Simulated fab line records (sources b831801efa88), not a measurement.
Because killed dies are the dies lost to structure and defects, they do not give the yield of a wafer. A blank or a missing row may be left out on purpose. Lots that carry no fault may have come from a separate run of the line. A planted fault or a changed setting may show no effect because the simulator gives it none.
Which tool was responsible? -- flow sfqLine -- 15 lots with 44 wafers sampled at 6 steps, on a route of 325 steps

WHAT EACH GAUGE READ, for each wafer
SFQ_L0_RS_MEAS_901: a four-point-probe measurement.
lot,measured,on,L0_MONX_KI_RS (ohm/sq)
L220,day 1 12:35,filmMetro-04,43.5 43.7 43.5
L221,day 1 17:36,filmMetro-02,43.3 43.2 43.4
L222,day 1 22:36,filmMetro-04,43.1 43.2 43.0
L223,day 2 03:34,filmMetro-02,42.9 42.9 43.1
L224,day 2 08:35,filmMetro-02,43.9 43.7 43.8
L225,day 2 13:37,filmMetro-02,43.5 42.9 43.6
L226,day 2 18:36,filmMetro-02,43.8 43.4 43.4
L227,day 2 23:34,filmMetro-01,42.8 43.4 43.9
L228,day 3 04:34,filmMetro-02,42.9 42.9 43.4
L229,day 3 09:34,filmMetro-01,35.5 43.4
L231,day 3 19:34,filmMetro-01,36.2 43.6 43.9
L233,day 4 05:34,filmMetro-04,36.2 44.1 44.1
L239,day 5 11:35,filmMetro-02,42.7 43.2 43.6
L240,day 5 16:35,filmMetro-04,43.9 44.5 43.7
L243,day 6 07:35,filmMetro-04,42.6 42.9 42.6

SFQ_L0_THK_MEAS_902: measures by xrf.
lot,measured,on,L0_MONX_KI_THK (nm)
L220,day 1 12:41,filmMetro-04,40.6 40.4 40.6
L221,day 1 17:42,filmMetro-02,40.8 40.7 40.7
L222,day 1 22:42,filmMetro-04,41.0 40.7 41.1
L223,day 2 03:41,filmMetro-02,41.2 41.3 41.1
L224,day 2 08:41,filmMetro-02,40.5 40.6 40.4
L225,day 2 13:43,filmMetro-02,40.8 41.2 40.7
L226,day 2 18:42,filmMetro-02,40.6 40.9 40.8
L227,day 2 23:41,filmMetro-01,41.3 40.4 40.0
L228,day 3 04:41,filmMetro-02,41.3 41.2 40.8
L229,day 3 09:41,filmMetro-01,49.8 40.8
L231,day 3 19:41,filmMetro-01,48.9 40.2 40.4
L233,day 4 05:41,filmMetro-04,48.8 40.0 40.0
L239,day 5 11:41,filmMetro-02,41.5 40.8 40.8
L240,day 5 16:41,filmMetro-04,40.2 39.6 40.4
L243,day 6 07:41,filmMetro-04,41.6 41.5 41.7

SFQ_M2_OVL_MEAS_916.
lot,measured,on,M2_OVL (nm)
L220,day 23 09:56,overlay-02,2 4 1
L221,day 23 13:32,overlay-02,6 7 3
L222,day 23 17:08,overlay-02,-1 1 -2
L223,day 29 21:49,overlay-02,-8 -4 2
L224,day 30 07:26,overlay-01,-7 -4 -1
L225,day 30 14:38,overlay-01,12 2 1
L226,day 30 18:14,overlay-01,-3 3 -6
L227,day 30 21:49,overlay-01,-2 -5 0
L228,day 31 01:25,overlay-02,0 -6 0
L229,day 31 07:25,overlay-02,1 7
L231,day 31 12:13,overlay-02,-3 -2 -8
L233,day 31 18:04,overlay-01,-3 3 -6
L239,day 32 05:09,overlay-01,3 2 9
L240,day 32 06:21,overlay-02,-9 -6 -3
L243,day 32 11:09,overlay-02,-1 -3 1

SFQ_M4_OVL_MEAS_926.
lot,measured,on,M4_OVL (nm)
L220,day 36 14:22,overlay-02,6 8 9
L221,day 36 16:10,overlay-02,-5 1 -2
L222,day 36 20:58,overlay-02,0 -3 1
L223,day 37 11:11,overlay-02,-9 -7 -4
L224,day 37 21:59,overlay-01,3 16 11
L225,day 38 22:33,overlay-01,1 6 -3
L226,day 39 06:56,overlay-02,3 4 8
L227,day 39 09:20,overlay-02,-1 0 -1
L228,day 44 02:15,overlay-01,-1 7 -2
L229,day 45 08:15,overlay-01,2 8
L231,day 45 20:11,overlay-02,-12 -10 -15
L233,day 49 13:44,overlay-01,6 5 -5
L239,day 49 22:08,overlay-01,-3 -4 -7
L240,day 50 00:32,overlay-01,-14 -12 -3
L243,day 54 22:19,overlay-02,5 12 1

TOOL THAT RAN EACH LOT (tool first, then ch and the chambers of the sampled wafers, then the start)
lot,SFQ_TRILAYER_L0_DEP_SPUTTER_003,SFQ_TRILAYER_L0_ETCH_METAL_ETCH_008
L220,"pvdSputter-06, day 1 12:29","rieMetal-03 ch 0,1, day 2 10:26"
L221,"pvdSputter-05, day 1 17:29","rieMetal-02 ch 0,1, day 2 12:52"
L222,"pvdSputter-03, day 1 22:29","rieMetal-01 ch 0,1, day 4 06:53"
L223,"pvdSputter-06, day 2 03:29","rieMetal-01 ch 0,1, day 4 16:01"
L224,"pvdSputter-05, day 2 08:29","rieMetal-02 ch 0,1, day 5 05:34"
L225,"pvdSputter-03, day 2 13:29","rieMetal-02 ch 0, day 5 11:40"
L226,"pvdSputter-03, day 2 18:29","rieMetal-02 ch 0, day 5 16:27"
L227,"pvdSputter-03, day 2 23:29","rieMetal-01 ch 0,1, day 5 22:22"
L228,"pvdSputter-05, day 3 04:29","rieMetal-01 ch 0,1, day 6 04:22"
L229,"pvdSputter-03, day 3 09:29","rieMetal-01 ch 0,1, day 6 10:22"
L231,"pvdSputter-03, day 3 19:29","rieMetal-01 ch 0,1, day 7 01:56"
L233,"pvdSputter-03, day 4 05:29","rieMetal-01 ch 0,1, day 7 13:56"
L239,"pvdSputter-05, day 5 11:29","rieMetal-02 ch 0,1, day 9 03:23"
L240,"pvdSputter-06, day 5 16:29","rieMetal-01 ch 1, day 9 08:11"
L243,"pvdSputter-05, day 6 07:29","rieMetal-02 ch 1, day 10 06:59"
- SFQ_TRILAYER_L0_DEP_SPUTTER_003: material MoNx KI, target thk 40 nm, time 100 s.
- SFQ_TRILAYER_L0_ETCH_METAL_ETCH_008: etches MoNx KI in SF6/O2, stops on SiO2, target depth 50 nm, time 25 s.

AS READ BY THE TOOLS THEMSELVES (means over the sampled wafers that have a number; for cases with no such wafer, the mark the record gives instead)
SFQ_TRILAYER_L0_DEP_SPUTTER_003.
lot,tool,throttleValvePct (%)
L220,pvdSputter-06,28.7
L221,pvdSputter-05,30.8
L222,pvdSputter-03,28.1
L223,pvdSputter-06,29.1
L224,pvdSputter-05,29.7
L225,pvdSputter-03,28.8
L226,pvdSputter-03,30.2
L227,pvdSputter-03,30.9
L228,pvdSputter-05,30.4
L229,pvdSputter-03,31.5
L231,pvdSputter-03,29.9
L233,pvdSputter-03,30.3
L239,pvdSputter-05,30.4
L240,pvdSputter-06,29.6
L243,pvdSputter-05,29.7

SFQ_TRILAYER_L0_ETCH_METAL_ETCH_008.
lot,tool,drypumpMotorCurrentA (A),oesProductAu (a.u.)
L220,rieMetal-03,5.8,0.873
L221,rieMetal-02,5.6,0.876
L222,rieMetal-01,5.7,0.879
L223,rieMetal-01,5.7,0.879
L224,rieMetal-02,6.1,0.871
L225,rieMetal-02,6.5,0.880
L226,rieMetal-02,6.5,0.870
L227,rieMetal-01,5.8,0.872
L228,rieMetal-01,5.8,0.878
L229,rieMetal-01,5.8,0.925
L231,rieMetal-01,5.7,0.903
L233,rieMetal-01,5.7,0.902
L239,rieMetal-02,5.6,0.878
L240,rieMetal-01,5.8,0.863
L243,rieMetal-02,5.2,0.882

THE ANSWER, worked out from the rows above alone
Rule: the lots themselves supply what counts as usual. Put in order of their means at a reading, lots are off if they are a third of the lots or fewer, leave a main group of 4 or more, and stand apart from it by a gap of 3 or more times the standard deviation of the main group's means; of several such gaps the widest counts. The tables above print the reading to a certain number of digits; a main group whose means all agree to those digits is not used. Also off: a lot with no number at a reading for which 4 or more lots have one. All remaining lots with rows at the step are treated as sound. First the gauges in route order, then the tools' own readings, where a lot's mean is used as printed above. At the first step where some lot is off, the reading lying furthest off is the one used; lots without a number count as furthest.
Off: at SFQ_L0_RS_MEAS_901 (L0_MONX_KI_RS), L229, L231, L233. The main group has a mean of 43.3 ohm/sq with a standard deviation of 0.35.
A tool fits if, at a process step before that reading, it ran every lot that is off, and no sound lot after the first of them. Not tried: the gauges at SFQ_L0_RS_MEAS_901; whatever is off there is also off at SFQ_TRILAYER_L0_ETCH_METAL_ETCH_008, on other tools, and gauge error can't account for it. One fits: SFQ_TRILAYER_L0_DEP_SPUTTER_003 on pvdSputter-03. A fault onset in the window from L227 (day 2 23:29, its last sound lot) to L229 (day 3 09:29, its first lot off) fits.

WHAT HAD BEEN PUT IN BY THE SIMULATOR
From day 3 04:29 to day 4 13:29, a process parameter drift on pvdSputter-03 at SFQ_TRILAYER_L0_DEP_SPUTTER_003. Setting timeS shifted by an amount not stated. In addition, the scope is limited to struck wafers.
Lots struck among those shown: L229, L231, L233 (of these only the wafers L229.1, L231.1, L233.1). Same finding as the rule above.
